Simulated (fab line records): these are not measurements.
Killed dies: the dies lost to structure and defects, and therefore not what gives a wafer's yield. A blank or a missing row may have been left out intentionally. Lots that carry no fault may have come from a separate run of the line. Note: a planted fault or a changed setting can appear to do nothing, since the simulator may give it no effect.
fab line records	flow sky130
[record] lots = 6	wafers = 18	last_day = 49
route steps=708 shown FIELD_ISO@6 PAD_OPEN@708
lots with no fault: from the same line, run without faults
start_h: start of the lot's first displayed wafer, in hours after the record's first day	wait_h: hours from the lot's prior step to this one	" identical to the entry in the row above	L1.1+2: a single row standing in for several wafers	- either no value or no given start	* or withheld: withheld	< > ~ a bound
route shown NAME@n: a module of which the file shows steps, and the number in the route of the first	usual: mean/standard deviation taken from wafers without a fault	same: alike in all rows	chamber/n: place in a boat	sites: each site's reading	_std_site: standard deviation of those values	_edge_site: mean of outer sites minus mean of inner sites	radius_mm: how far each site lies from the wafer's centre	mask NAME#n: copy n	behind: tool/chamber where the wafer was last shaped	hold: why the lot was held/for how many hours/how that ended	device: the n, p or np transistor that did not switch	end of line: the tests these same wafers got at the end of their route	step lacking rows: just its recipe	killed: count of dies lost to structure and defects at first sort (not the wafer's yield)	map: shows each die of a wafer: x if killed, . if not, _ if none is there
set.NAME: the setting the step ran with; set.NAME@STEP: the setting that earlier step ran with	model.NAME: the simulator's own value behind a step, which no gauge read
certain route steps with their lots: each step a table, each wafer a row
services: from which hour (start_h, from the record's first day; less than 0 if before it) a tool's chamber was out of use, for how many hours, and why
[[steps]]
[step SKY_FIELD_ISO_DEHYDRATE_05]
[recipe] temp_c = 200	time_s = 60
[step SKY_FIELD_ISO_HMDS_06]
[recipe] prime_time_s = 60	prime_temp_c = 120
[step SKY_FIELD_ISO_COAT_07]
[recipe] resist = BARC	temp_c = withheld	time_s = withheld	spin_rpm = 3000	resist_thk_nm = 60
[step SKY_FIELD_ISO_COAT_08]
[recipe] resist = KrF-thick	spin_rpm = 3000	resist_thk_nm = 450
[step SKY_FIELD_ISO_SOFTBAKE_09]
[recipe] temp_c = 100	time_s = 90	resist = KrF-thick
[step SKY_FIELD_ISO_EXPOSE_10]
[recipe] mask_id = FOM	na = 0.68	source_shape = annular	sigma_inner = 0.4	sigma_outer = 0.8	target_cd_nm = 150	dose_mj = 28
[step SKY_FIELD_ISO_PEB_11]
[recipe] peb_temp_c = withheld	peb_time_s = withheld	resist = KrF-thick
[step SKY_FIELD_ISO_DEVELOP_12]
[recipe] develop_time_s = 60	resist = KrF-thick	dev_temp_c = 21
[step SKY_FIELD_ISO_CD_MEAS_13]
[recipe] target_cd_nm = 150
[usual] cd_nm = 150.4/1.4
lot.wafer	tool	chamber	start_h	wait_h	cd_nm
L222.1	cd_sem-01	-	31.02	-	150.7
L222.2	"	-	"	"	150.0
L222.3	"	-	"	"	150.9
L232.1	cd_sem-01	-	80.70	-	149.6
L232.4	"	-	"	"	150.5
L232.5	"	-	"	"	149.6
L233.1	cd_sem-02	-	85.23	-	149.3
L233.5	"	-	"	"	148.2
L233.6	"	-	"	"	150.0
L234.1	cd_sem-01	-	90.27	-	149.6
L234.5	"	-	"	"	150.4
L234.6	"	-	"	"	150.6
L236.2	cd_sem-01	-	102.95	-	148.1
L236.3	"	-	"	"	147.5
L236.4	"	-	"	"	147.6
L238.3	cd_sem-02	-	113.46	-	149.0
L238.4	"	-	"	"	148.8
L238.6	"	-	"	"	148.7
[step SKY_FIELD_ISO_ETCH_14]
[recipe] chemistry = N2/H2	target = BARC	ion_energy_ev = 200	source_w = 500	bias_w = 100	pressure_mtorr = 30	n2_flow_sccm = 100	h2_flow_sccm = 200	stop_on = SiO2	time_s = 45.9	target_depth_a = 600
[usual] drypump_motor_current_A = 5.9/0.58	oes_product_au = 0.855/0.0047	rf_fwd_power_W = 494.9/2.2	throttle_valve_pct = 13.224/0.0095
lot.wafer	tool	chamber	start_h	wait_h	drypump_motor_current_A	oes_product_au	rf_fwd_power_W	rf_hours_counter_h	throttle_valve_pct
L222.1	rie_diel-01	1	31.14	0.1	5.3	0.849	499.8	150	13.223
L222.2	"	0	"	"	6.2	0.859	493.8	12	13.214
L222.3	"	2	"	"	6.2	0.849	491.7	86	13.231
L232.1	rie_diel-01	0	80.82	0.1	6.2	0.868	495.1	13	13.219
L232.4	"	1	"	"	5.4	0.856	494.6	151	13.249
L232.5	"	0	"	"	6.2	0.850	494.4	-	13.216
L233.1	rie_diel-03	1	85.35	0.1	5.7	0.857	497.0	132	13.235
L233.5	"	3	"	"	5.9	0.859	489.1	-	13.208
L233.6	"	0	"	"	4.8	0.853	494.2	-	13.231
L234.1	rie_diel-03	3	90.39	0.1	5.9	0.856	492.3	33	13.224
L234.5	"	2	"	"	6.0	0.861	497.5	-	13.199
L234.6	"	3	"	"	5.9	0.856	493.8	-	13.218
L236.2	rie_diel-04	3	103.05	0.1	6.6	0.859	492.6	68	13.239
L236.3	"	1	"	"	6.7	0.856	494.1	10	13.220
L236.4	"	2	"	"	5.5	0.855	493.8	22	13.229
L238.3	rie_diel-04	3	113.54	0.1	6.7	0.847	495.0	68	13.230
L238.4	"	0	"	"	6.3	0.849	496.1	45	13.229
L238.6	"	2	"	"	5.6	0.852	495.5	-	13.217
[step SKY_FIELD_ISO_ETCH_15]
[recipe] chemistry = CHF3/O2	target_depth_nm = 180	stop_on = Si	source_w = 600	bias_w = 200	pressure_mtorr = 40	chf3_flow_sccm = 50	O2_flow_sccm = 5	time_s = 72
[usual] O2_flow_sccm = 5.001/0.014	drypump_motor_current_A = 5.9/0.58	oes_product_au = 0.946/0.0071	rf_fwd_power_W = 595.0/2.3	throttle_valve_pct = 8.844/0.0094
lot.wafer	tool	chamber	start_h	wait_h	O2_flow_sccm	drypump_motor_current_A	oes_product_au	rf_fwd_power_W	rf_hours_counter_h	throttle_valve_pct
L222.1	rie_diel-01	1	31.19	0.0	4.996	5.3	0.938	599.8	150	8.852
L222.2	"	0	"	"	4.996	6.2	0.936	592.2	12	8.844
L222.3	"	2	"	"	5.017	6.2	0.928	593.2	86	8.840
L232.1	rie_diel-01	0	80.86	0.0	5.039	6.2	0.944	596.5	13	8.864
L232.4	"	1	"	"	4.995	5.4	0.945	594.0	151	8.840
L232.5	"	0	"	"	5.028	6.2	0.945	596.7	-	8.844
L233.1	rie_diel-03	1	85.39	0.0	4.980	5.7	0.943	595.3	132	8.838
L233.5	"	3	"	"	5.000	5.9	0.940	594.5	-	8.829
L233.6	"	0	"	"	5.005	4.8	0.937	594.0	-	8.845
L234.1	rie_diel-03	3	90.44	0.0	4.970	5.9	0.946	592.8	33	8.844
L234.5	"	2	"	"	4.986	5.9	0.947	597.2	-	8.844
L234.6	"	3	"	"	4.982	5.9	0.946	590.5	-	8.842
L236.2	rie_diel-04	3	103.09	0.0	5.017	6.7	0.950	595.3	68	8.855
L236.3	"	1	"	"	5.009	6.7	0.959	595.6	10	8.825
L236.4	"	2	"	"	4.996	5.5	0.950	592.0	22	8.839
L238.3	rie_diel-04	3	113.59	0.0	5.018	6.6	0.937	594.4	68	8.824
L238.4	"	0	"	"	4.983	6.3	0.935	595.1	45	8.831
L238.6	"	2	"	"	4.998	5.5	0.937	595.8	-	8.829
[step SKY_FIELD_ISO_STRIP_16]
[recipe] chemistry = O2/N2	power_w = 1400	pressure_mtorr = 1500	platen_temp_c = withheld	o2_flow_sccm = 3000	n2_flow_sccm = 300	overash_fraction = 0.5
[usual] drypump_motor_current_A = 6.0/0.49	oes_product_au = 0.377/0.0049	strip_time_to_endpoint_s = 3.541/0.03
lot.wafer	tool	chamber	start_h	wait_h	drypump_motor_current_A	oes_product_au	rf_hours_counter_h	strip_time_to_endpoint_s
L222.1	plasma_asher-03	0	31.24	0.0	6.7	0.377	36	3.578
L222.2	"	1	"	"	5.9	0.382	36	3.562
L222.3	"	1	"	"	5.9	0.370	-	3.578
L232.1	plasma_asher-03	1	80.92	0.0	5.9	0.379	41	3.581
L232.4	"	0	"	"	6.7	0.376	-	3.571
L232.5	"	0	"	"	6.7	0.384	-	3.582
L233.1	plasma_asher-01	1	85.45	0.0	6.0	0.378	38	3.517
L233.5	"	1	"	"	6.0	0.374	-	3.567
L233.6	"	0	"	"	6.6	0.376	-	3.537
L234.1	plasma_asher-02	0	90.49	0.0	5.6	0.374	42	3.554
L234.5	"	0	"	"	5.6	0.371	-	3.492
L234.6	"	1	"	"	5.4	0.390	-	3.558
L236.2	plasma_asher-02	1	103.15	0.0	5.4	0.382	43	3.532
L236.3	"	0	"	"	5.6	0.372	-	3.523
L236.4	"	1	"	"	5.4	0.370	-	3.542
L238.3	plasma_asher-02	0	113.68	0.1	5.6	0.375	-	3.543
L238.4	"	1	"	"	5.4	0.372	-	3.533
L238.6	"	0	"	"	5.6	0.377	-	3.553
[step SKY_FIELD_ISO_ETCH_17]
[recipe] target_depth_a = 3420	mask_material = Si3N4	chemistry = HBr/Cl2/O2	target = Si	taper_deg = 5	icp_w = 600	bias_w = 150	pressure_mtorr = 15	HBr_flow_sccm = 150	Cl2_flow_sccm = 40	O2_flow_sccm = 6	time_s = 97.7
[usual] O2_flow_sccm = 5.999/0.019	drypump_motor_current_A = 5.7/0.4	he_backside_leak_sccm = 2.60/0.21	oes_product_au = 1.003/0.007	rf_fwd_power_W = 596.4/2.5	throttle_valve_pct = 25.654/0.009
lot.wafer	tool	chamber	start_h	wait_h	O2_flow_sccm	drypump_motor_current_A	he_backside_leak_sccm	oes_product_au	rf_fwd_power_W	rf_hours_counter_h	throttle_valve_pct	model.FIELD_ISO.feature_depth_nm	model.etch.depth_nm
L222.1	rie_si-02	2	31.34	0.1	6.024	5.8	2.27	0.999	598.8	57	25.661	343.7	343.7
L222.2	"	3	"	"	5.984	5.2	2.69	1.007	599.4	59	25.657	343.8	343.8
L222.3	"	3	"	"	5.988	5.2	2.76	0.996	600.9	-	25.654	345	345
L232.1	rie_si-02	2	81.02	0.1	6.011	5.8	2.43	1.056	693.0	58	25.611	371.8	371.8
L232.4	"	3	"	"	6.009	5.2	2.84	0.990	597.6	60	25.654	340.1	340.1
L232.5	"	2	"	"	6.027	5.8	2.46	1.047	695.5	-	25.620	367.2	367.2
L233.1	rie_si-01	3	85.55	0.1	5.985	6.0	2.24	0.998	593.6	2	25.651	344.4	344.4
L233.5	"	1	"	"	6.025	4.9	2.54	1.005	591.0	-	25.666	341.8	341.8
L233.6	"	0	"	"	5.968	5.7	2.56	1.007	598.1	-	25.645	342.8	342.8
L234.1	rie_si-02	3	90.59	0.1	6.016	5.2	2.76	0.998	598.5	60	25.642	338.3	338.3
L234.5	"	3	"	"	6.002	5.2	2.73	1.002	597.4	-	25.647	341.5	341.5
L234.6	"	2	"	"	6.031	5.8	2.51	1.041	691.9	-	25.634	365.6	365.6
L236.2	rie_si-01	3	103.25	0.1	6.019	6.0	2.41	0.993	594.3	2	25.656	341.5	341.5
L236.3	"	1	"	"	6.014	4.9	2.70	0.998	593.9	1	25.644	342.1	342.1
L236.4	"	0	"	"	6.035	5.7	2.72	0.997	596.9	3	25.662	341.5	341.5
L238.3	rie_si-01	1	113.74	0.0	5.996	5.0	2.71	1.010	591.2	1	25.641	347.2	347.2
L238.4	"	0	"	"	5.992	5.6	2.53	0.994	593.4	3	25.661	338.5	338.5
L238.6	"	0	"	"	6.000	5.7	2.60	0.987	595.4	-	25.648	338.4	338.4
[step SKY_FIELD_ISO_WET_ETCH_18]
[recipe] chemistry = H3PO4	target_depth_nm = 25	temp_c = 160	target = Si3N4	time_s = 286
[step SKY_PAD_OPEN_PROBE_99]
[usual] killed_at_M0_to_M3 = 42/7.3	killed_at_M4_up = 3.2/1.8	killed_at_contacts = 25/5.2	killed_at_front_end = 15/4.6	killed_at_other = 0.3/0.62	killed_dies = 85/9.9	killed_open = 46/7.1	killed_short = 38/5.7
[same] gross_dies = 492	killed_at_back_side = 0
lot.wafer	tool	chamber	start_h	wait_h	killed_at_M0_to_M3	killed_at_M4_up	killed_at_contacts	killed_at_front_end	killed_at_other	killed_dies	killed_open	killed_short	model.etest.res_p_drift_20v.line_ohm_um	model.etest.res_p_drift_20v.rs_ohm_sq	model.etest.pfet_16v.r_on_ohm_um	model.etest.res_iso_pwell.rs_ohm_sq	model.etest.res_iso_pwell.line_ohm_um	model.etest.res_nwell.rs_ohm_sq	model.etest.res_nwell.line_ohm_um	model.etest.pfet_16v.drive_ua_um
L222.1	prober-01	-	1073.72	0.1	44	4	24	18	1	91	56	35	1.067e+04	9007	1.53e+04	3028	1140	990.1	1194	238.5
L222.2	prober-01	-	1073.77	0.1	39	2	21	15	1	78	45	33	1.047e+04	8802	1.505e+04	2945	1109	978.5	1195	240.8
L222.3	prober-01	-	1073.82	0.2	41	1	22	17	0	81	41	40	1.074e+04	8912	1.516e+04	3010	1121	994.7	1193	240.8
L232.1	prober-02	-	1133.46	0.1	49	2	31	8	2	92	48	44	1.448e+04	1.2e+04	1.716e+04	4635	1744	1063	1240	215.4
L232.4	prober-02	-	1133.61	0.2	43	4	33	16	0	96	50	46	1.151e+04	9491	1.517e+04	3266	1238	944	1110	251.6
L232.5	prober-02	-	1133.66	0.2	46	3	21	9	0	79	47	32	1.382e+04	1.149e+04	1.677e+04	4360	1662	1030	1208	225.1
L233.1	prober-01	-	1140.48	0.1	33	6	28	14	0	81	49	32	1.244e+04	1.03e+04	1.519e+04	3414	1301	913.9	1078	252.6
L233.5	prober-01	-	1140.68	0.2	41	0	33	20	1	95	52	43	1.23e+04	1.009e+04	1.51e+04	3374	1283	919.5	1080	252.8
L233.6	prober-01	-	1140.73	0.2	43	2	32	15	0	92	49	43	1.236e+04	1.017e+04	1.511e+04	3396	1281	908.2	1061	255
L234.1	prober-02	-	1142.99	0.1	45	4	24	6	0	79	45	34	1.108e+04	9500	1.466e+04	2947	1125	903.8	1076	251.4
L234.5	prober-02	-	1143.19	0.2	43	3	25	12	2	85	43	42	1.141e+04	9592	1.486e+04	3011	1136	910.8	1089	250.8
L234.6	prober-02	-	1143.24	0.2	35	4	21	7	1	68	34	34	1.38e+04	1.155e+04	1.611e+04	3748	1401	985.7	1172	237.1
L236.2	prober-02	-	1154.97	0.1	33	0	25	16	0	74	39	35	1.198e+04	9798	1.528e+04	2912	1082	1010	1208	237.5
L236.3	prober-02	-	1155.02	0.2	34	7	30	13	0	84	52	32	1.216e+04	9980	1.547e+04	2932	1081	1014	1218	236.9
L236.4	prober-02	-	1155.07	0.2	31	2	25	9	0	67	26	41	1.195e+04	9906	1.545e+04	2874	1091	1012	1219	238.4
L238.3	prober-02	-	1168.82	0.2	39	4	28	15	0	86	52	34	1.031e+04	8667	1.536e+04	3180	1198	943.6	1140	242.9
L238.4	prober-02	-	1168.87	0.2	29	5	32	7	0	73	38	35	9822	8262	1.49e+04	2948	1116	920.7	1091	246.7
L238.6	prober-02	-	1168.97	0.2	47	7	18	8	0	80	46	34	9985	8295	1.492e+04	2950	1122	915.9	1109	246.9
// killed by level:class
L222.1 VIA2:geometric_particle:open=10 VIA1:geometric_particle:open=9 LI_CONTACT:geometric_particle:open=8 CONTACT:geometric_particle:open=8 CONTACT:geometric_particle:short=6 FIELD_ISO:geometric_particle:open=5 METAL1:geometric_particle:short=5 POLY_GATE:geometric_particle:open=4
L222.2 VIA1:geometric_particle:open=11 LI_CONTACT:geometric_particle:open=10 POLY_GATE:geometric_particle:open=6 VIA3:geometric_particle:open=6 METAL1:geometric_particle:short=6 LOCAL_INTERCONNECT:geometric_particle:short=5 FIELD_ISO:geometric_particle:short=4 VIA3:geometric_particle:short=4
L222.3 VIA1:geometric_particle:open=10 CONTACT:geometric_particle:open=9 METAL1:geometric_particle:short=7 VIA3:geometric_particle:open=6 LI_CONTACT:geometric_particle:open=5 METAL2:geometric_particle:short=5 FIELD_ISO:geometric_particle:short=4 LOCAL_INTERCONNECT:geometric_particle:short=4
L232.1 VIA1:geometric_particle:open=15 CONTACT:geometric_particle:open=8 CONTACT:geometric_particle:short=8 LI_CONTACT:geometric_particle:open=7 VIA2:geometric_particle:open=7 METAL2:geometric_particle:short=6 VIA3:geometric_particle:open=4 METAL1:geometric_particle:short=4
L232.4 CONTACT:geometric_particle:open=12 LI_CONTACT:geometric_particle:open=8 LOCAL_INTERCONNECT:geometric_particle:short=8 METAL1:geometric_particle:short=8 VIA1:geometric_particle:open=7 VIA3:geometric_particle:open=6 METAL2:geometric_particle:short=5 POLY_GATE:geometric_particle:open=4
L232.5 VIA1:geometric_particle:open=13 VIA1:geometric_particle:short=10 VIA2:geometric_particle:open=8 LI_CONTACT:geometric_particle:open=7 CONTACT:geometric_particle:open=7 FIELD_ISO:geometric_particle:open=6 CONTACT:geometric_particle:short=5 METAL2:geometric_particle:short=4
L233.1 CONTACT:geometric_particle:open=11 FIELD_ISO:geometric_particle:open=6 VIA1:geometric_particle:open=6 LI_CONTACT:geometric_particle:short=6 VIA2:geometric_particle:open=6 LI_CONTACT:geometric_particle:open=5 METAL2:geometric_particle:short=5 POLY_GATE:geometric_particle:short=3
L233.5 CONTACT:geometric_particle:open=12 LI_CONTACT:geometric_particle:open=8 VIA1:geometric_particle:open=7 VIA2:geometric_particle:open=7 METAL1:geometric_particle:short=6 VIA1:geometric_particle:short=6 FIELD_ISO:geometric_particle:open=5 LOCAL_INTERCONNECT:geometric_particle:short=5
L233.6 LI_CONTACT:geometric_particle:open=10 VIA1:geometric_particle:open=10 LOCAL_INTERCONNECT:geometric_particle:short=7 CONTACT:geometric_particle:open=7 VIA2:geometric_particle:open=6 VIA3:geometric_particle:open=6 VIA1:geometric_particle:short=5 METAL2:geometric_particle:short=5
L234.1 CONTACT:geometric_particle:open=9 VIA1:geometric_particle:open=9 METAL2:geometric_particle:short=8 VIA2:geometric_particle:open=7 LI_CONTACT:geometric_particle:open=5 CONTACT:geometric_particle:short=5 VIA3:geometric_particle:short=5 VIA3:geometric_particle:open=5
L234.5 VIA1:geometric_particle:open=9 VIA2:geometric_particle:open=8 LI_CONTACT:geometric_particle:open=7 CONTACT:geometric_particle:open=7 VIA3:geometric_particle:open=6 LOCAL_INTERCONNECT:geometric_particle:short=5 VIA1:geometric_particle:short=5 LI_CONTACT:geometric_particle:short=4
L234.6 VIA1:geometric_particle:open=9 VIA2:geometric_particle:open=7 CONTACT:geometric_particle:open=6 METAL2:geometric_particle:short=6 CONTACT:geometric_particle:short=5 LI_CONTACT:geometric_particle:short=5 METAL4:geometric_particle:short=4 LI_CONTACT:geometric_particle:open=3
L236.2 VIA1:geometric_particle:open=11 CONTACT:geometric_particle:open=7 LI_CONTACT:geometric_particle:short=6 FIELD_ISO:geometric_particle:short=5 POLY_GATE:geometric_particle:open=5 CONTACT:geometric_particle:short=5 METAL2:geometric_particle:short=5 POLY_GATE:geometric_particle:short=4
L236.3 VIA1:geometric_particle:open=14 CONTACT:geometric_particle:open=11 LI_CONTACT:geometric_particle:open=7 METAL4:geometric_particle:short=6 LOCAL_INTERCONNECT:geometric_particle:short=5 METAL2:geometric_particle:short=5 FIELD_ISO:geometric_particle:short=4 LOCAL_INTERCONNECT:geometric_particle:open=4
L236.4 CONTACT:geometric_particle:open=8 METAL2:geometric_particle:short=7 CONTACT:geometric_particle:short=6 VIA2:geometric_particle:short=6 VIA3:geometric_particle:open=5 LI_CONTACT:geometric_particle:open=5 FIELD_ISO:geometric_particle:short=4 VIA3:geometric_particle:short=4
L238.3 CONTACT:geometric_particle:open=13 FIELD_ISO:geometric_particle:open=8 VIA3:geometric_particle:open=8 VIA1:geometric_particle:open=8 LI_CONTACT:geometric_particle:open=6 METAL1:geometric_particle:short=4 VIA1:geometric_particle:short=4 METAL2:geometric_particle:short=4
L238.4 CONTACT:geometric_particle:open=11 LI_CONTACT:geometric_particle:open=8 VIA3:geometric_particle:open=7 LOCAL_INTERCONNECT:geometric_particle:short=6 CONTACT:geometric_particle:short=6 VIA2:geometric_particle:open=6 METAL4:geometric_particle:short=4 FIELD_ISO:geometric_particle:short=3
L238.6 VIA1:geometric_particle:open=14 CONTACT:geometric_particle:open=9 VIA3:geometric_particle:open=8 VIA2:geometric_particle:open=6 METAL1:geometric_particle:short=5 METAL4:geometric_particle:short=4 CONTACT:geometric_particle:short=4 VIA1:geometric_particle:short=4
[[services]]
tool	chamber	start_h	hours	kind
plasma_asher-03	-	17.71	1.8	repair
rie_si-02	0	28.89	3.2	repair
rie_diel-01	2	34.18	5.3	repair
rie_si-02	0	36.98	-	clean
rie_si-02	0	36.98	16.9	scheduled_down
rie_si-02	0	36.98	16.9	vent_cycle
rie_si-01	2	43.01	8.7	repair
rie_si-01	3	64.17	2.6	repair
plasma_asher-03	-	67.44	1.6	repair
plasma_asher-01	-	68.85	14.6	pm
rie_diel-03	2	80.21	6.4	repair
plasma_asher-03	-	108.75	9.0	pm
plasma_asher-03	0	108.75	9.0	vent_cycle
plasma_asher-03	1	108.75	9.0	vent_cycle
[[key]]
[first_sign] step = SKY_FIELD_ISO_ETCH_17	reading = rf_fwd_power_W	direction = up	sigmas = 39	usual = 596.4	struck = 693.5
[effect] step = SKY_FIELD_ISO_ETCH_17	reading = oes_product_au	direction = up	sigmas = 6.4	usual = 1.003	struck = 1.048
[model_effect] step = SKY_FIELD_ISO_ETCH_17	value = FIELD_ISO.feature_depth_nm	without = 342.9	struck = 368.2
[model_effect] step = SKY_PAD_OPEN_PROBE_99	value = etest.res_p_drift_20v.line_ohm_um	without = 1.162e+04	struck = 1.403e+04
met_at SKY_FIELD_ISO_ETCH_17
struck_wafers L232.1,L232.5,L234.6
tester_left_out L232,L234
onset_between 31.34 81.02
[fault] kind = process_parameter_drift	tool = rie_si-02	chamber = 2	onset_h = 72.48	steps = SKY_FIELD_ISO_ETCH_17	channel = icp_w	offset = 96	shape = step	end_h = 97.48	acts_in = these_recipes_only	stated = 600
// tester_left_out: of these lots the tester's yield and bins aren't shown, on N5 and GAA mostly nor the transistor test; their killed dies are dies lost to structure and defects alone, not to doping, threshold or leakage, so they don't give the yield
